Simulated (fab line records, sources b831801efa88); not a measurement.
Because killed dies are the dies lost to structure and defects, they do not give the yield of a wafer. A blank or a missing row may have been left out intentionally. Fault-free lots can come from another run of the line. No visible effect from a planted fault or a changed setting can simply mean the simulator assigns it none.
2 desks looking at one fault / flow gf180mcu / each desk holds nothing but its own numbers, with what lay behind them at the end

## AT THE TOOL OWNER'S DESK: furnace-01
The tool's own readings at GF_DUAL_GATE_OXIDATION_15 (stabilise 600 s, purge 300 s, target thk 7.098 nm): means of the sampled wafers that have a number, for each lot that ran on this tool. The brackets show how far a lot's mean lies from the usual mean; more than 4 standard deviations puts the lot out of limits, marked OUT.
Columns: A = spike-tc-bottom-C at GF_DUAL_GATE_OXIDATION_15, usual 868.7 C
lot=L228; first seen here=day 8 23:56; A=866.7
lot=L238; first seen here=day 12 05:01; A=866.3
lot=L239; first seen here=day 12 15:04; A=866.2
This desk found nothing out of limits on any of the 3 lots.

## FROM THE METROLOGY DESK
What the gauges read, lot by lot, whatever tool the lot ran on: means of the sampled wafers that have a number. The brackets show how far a lot's mean lies from the usual mean; more than 4 standard deviations puts the lot out of limits, marked OUT.
Columns: A = DUAL_GATE_OXIDATION_00_THK at GF_DUAL_GATE_THK_MEAS_03, usual 10.89 nm; B = DUAL_GATE_OVL at GF_DUAL_GATE_OVL_MEAS_11, usual 0.8 nm
lot=L227; first seen here=day 8 00:39; A=10.81; B=-0.4
lot=L228; first seen here=day 8 06:05; A=10.86; B=1.8
lot=L238; first seen here=day 11 08:32; A=10.56; B=1.2
lot=L239; first seen here=day 11 20:50; A=10.95; B=1.5
lot=L241; first seen here=day 12 03:37; A=10.69; B=0.7
lot=L248; first seen here=day 14 02:40; A=10.89; B=-1.1
This desk found nothing out of limits on any of the 6 lots.

## ALL TOGETHER
The desk of the tool owner found nothing out of limits.
At the metrology desk, nothing out of limits was observed.

## WHAT WAS PUT IN BY THE SIMULATOR
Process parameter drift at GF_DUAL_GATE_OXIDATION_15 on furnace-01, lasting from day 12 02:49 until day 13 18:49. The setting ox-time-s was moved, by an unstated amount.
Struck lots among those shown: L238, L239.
